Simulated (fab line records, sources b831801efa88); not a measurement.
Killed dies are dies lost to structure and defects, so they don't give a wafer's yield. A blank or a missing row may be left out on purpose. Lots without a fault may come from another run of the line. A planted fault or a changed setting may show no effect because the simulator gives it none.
Which tool did it? | flow gf180mcu | 11 lots, 33 wafers sampled, at 4 steps of a route of 602

WHAT THE GAUGES READ, wafer by wafer
GF_STI_THK_MEAS_02.
lot  | measured    | on            | STI_OXIDATION_THK (nm)
L620 | day 1 11:31 | film_metro-03 | 10.02 9.89 10.00
L621 | day 1 16:31 | film_metro-03 | 9.94 9.92 9.90
L622 | day 1 21:31 | film_metro-01 | 9.94 9.93 9.94
L629 | day 3 08:31 | film_metro-01 | 10.10 10.17 10.14
L633 | day 4 05:32 | film_metro-02 | 10.23 10.13 10.04
L634 | day 4 09:31 | film_metro-01 | 10.11 10.11 10.21
L635 | day 4 14:31 | film_metro-03 | 10.12 10.00 9.90
L637 | day 5 00:31 | film_metro-02 | 9.90 9.75 9.89
L639 | day 5 10:31 | film_metro-01 | 10.05 10.02 9.98
L641 | day 5 21:44 | film_metro-01 | 9.96 9.96 10.02
L642 | day 6 01:31 | film_metro-01 | 10.00 10.04 10.21

GF_STI_THK_MEAS_30.
lot  | measured    | on            | STI_OXIDATION_02_THK (nm)
L620 | day 2 05:20 | film_metro-01 | 10.04 9.93 9.83
L621 | day 2 10:44 | film_metro-02 | 10.05 9.91 10.12
L622 | day 2 16:08 | film_metro-01 | 9.65 9.82 9.78
L629 | day 4 04:24 | film_metro-02 | 9.68 9.73 9.68
L633 | day 5 01:35 | film_metro-01 | 10.22 10.07 10.00
L634 | day 5 07:39 | film_metro-02 | 9.79 9.89 9.71
L635 | day 5 12:08 | film_metro-03 | 9.77 9.84 9.83
L637 | day 5 22:01 | film_metro-01 | 9.84 9.88 9.87
L639 | day 6 07:11 | film_metro-03 | 9.90 10.01 9.99
L641 | day 6 19:52 | film_metro-03 | 9.93 10.10 10.28
L642 | day 6 23:48 | film_metro-02 | 10.19 10.13 10.15

WHICH TOOL RAN EACH LOT (tool, then ch and the chambers of the sampled wafers, then the start)
lot  | GF_STI_ETCH_13                    | GF_STI_STRIP_15
L620 | rie_diel-03 ch 1,2, day 2 01:05   | plasma_asher-04 ch 0,1, day 2 01:14
L621 | rie_diel-03 ch 1,2, day 2 06:26   | plasma_asher-03 ch 0,1, day 2 06:36
L622 | rie_diel-04 ch 0,1,3, day 2 11:50 | plasma_asher-03 ch 0,1, day 2 11:59
L629 | rie_diel-03 ch 0,1,2, day 3 23:26 | plasma_asher-02 ch 0,1, day 3 23:35
L633 | rie_diel-02 ch 0,2, day 4 21:22   | plasma_asher-04 ch 0,1, day 4 21:31
L634 | rie_diel-04 ch 1,2,3, day 5 01:25 | plasma_asher-04 ch 0,1, day 5 01:34
L635 | rie_diel-04 ch 0,1,3, day 5 06:07 | plasma_asher-02 ch 0,1, day 5 06:17
L637 | rie_diel-02 ch 0,1,3, day 5 17:04 | plasma_asher-03 ch 0,1, day 5 17:14
L639 | rie_diel-02 ch 0,2, day 6 02:56   | plasma_asher-04 ch 0,1, day 6 03:05
L641 | rie_diel-02 ch 0,1,2, day 6 15:37 | plasma_asher-03 ch 0,1, day 6 15:48
L642 | rie_diel-02 ch 1,2,3, day 6 18:37 | plasma_asher-04 ch 1, day 6 18:46
- GF_STI_ETCH_13: etches the open film in CHF3/O2, stops on Si, target depth 282.31 nm, time 112.9 s.
- GF_STI_STRIP_15: strips in O2/N2.

WHAT THE TOOLS THEMSELVES READ (means of the sampled wafers that have a number; where no wafer has one, the mark that the record gives instead)
GF_STI_ETCH_13.
lot  | tool        | bias_w (W) | chamber_pressure_mTorr (mTorr) | drypump_motor_current_A (A) | oes_product_au (a.u.) | throttle_valve_pct (%)
L620 | rie_diel-03 | 199.9      | 40.02                          | 5.8                         | 0.829                 | 8.811
L621 | rie_diel-03 | 199.6      | 40.00                          | 5.8                         | 0.828                 | 8.815
L622 | rie_diel-04 | 199.7      | 40.02                          | 5.4                         | 0.826                 | 8.798
L629 | rie_diel-03 | 200.3      | 39.98                          | 6.0                         | 0.813                 | 8.802
L633 | rie_diel-02 | 200.8      | 40.00                          | 5.4                         | 0.827                 | 8.811
L634 | rie_diel-04 | 200.1      | 40.00                          | 5.5                         | 0.834                 | 8.813
L635 | rie_diel-04 | 200.2      | 40.00                          | 5.4                         | 0.820                 | 8.814
L637 | rie_diel-02 | 200.5      | 40.02                          | 5.1                         | 0.833                 | 8.818
L639 | rie_diel-02 | 200.2      | 40.00                          | 5.4                         | 0.834                 | 8.810
L641 | rie_diel-02 | 199.9      | 40.01                          | 5.2                         | 0.824                 | 8.814
L642 | rie_diel-02 | 200.2      | 40.02                          | 4.9                         | 0.826                 | 8.808

GF_STI_STRIP_15.
lot  | tool            | chamber_pressure_mTorr (mTorr) | drypump_motor_current_A (A) | heater_power_w (W) | oes_product_au (a.u.) | strip_time_to_endpoint_s (s)
L620 | plasma_asher-04 | 1499.5                         | 5.6                         | 326                | 0.385                 | 3.71
L621 | plasma_asher-03 | 1500.7                         | 5.9                         | 283                | 0.380                 | 3.68
L622 | plasma_asher-03 | 1500.1                         | 6.0                         | 295                | 0.383                 | 3.69
L629 | plasma_asher-02 | 1500.9                         | 6.1                         | 371                | 0.375                 | 3.63
L633 | plasma_asher-04 | 1499.2                         | 6.1                         | 340                | 0.384                 | 3.69
L634 | plasma_asher-04 | 1499.9                         | 5.6                         | 328                | 0.380                 | 3.73
L635 | plasma_asher-02 | 1500.2                         | 6.1                         | 368                | 0.385                 | 3.73
L637 | plasma_asher-03 | 1499.9                         | 5.9                         | 279                | 0.382                 | 3.67
L639 | plasma_asher-04 | 1499.7                         | 5.6                         | 326                | 0.384                 | 3.70
L641 | plasma_asher-03 | 1499.7                         | 5.9                         | 278                | 0.382                 | 3.72
L642 | plasma_asher-04 | 1499.5                         | 6.6                         | 353                | 0.386                 | 3.70

THE ANSWER, worked out from the rows above alone
Rule: what is usual is taken from the lots themselves. Put in order of their means at a reading, lots are off if they are a third of the lots or fewer, leave a main group of 4 or more, and stand apart from it by a gap of 3 or more times the standard deviation of the main group's means; of several such gaps the widest counts. A main group whose means are all the same, to the digits that the tables above print for the reading, isn't used. A lot without any number at a reading at which 4 lots or more have one is off too. The other lots that the step has rows for count as sound. The gauges are gone through in route order, then the tools' own readings, and for those a lot's mean is taken as printed above. The first step at which some lot is off is used, and at that step the reading that is off furthest; a lot without a number counts as furthest.
No lot is off at any reading shown: from this, nothing can be told.

WHAT THE SIMULATOR HAD PUT IN
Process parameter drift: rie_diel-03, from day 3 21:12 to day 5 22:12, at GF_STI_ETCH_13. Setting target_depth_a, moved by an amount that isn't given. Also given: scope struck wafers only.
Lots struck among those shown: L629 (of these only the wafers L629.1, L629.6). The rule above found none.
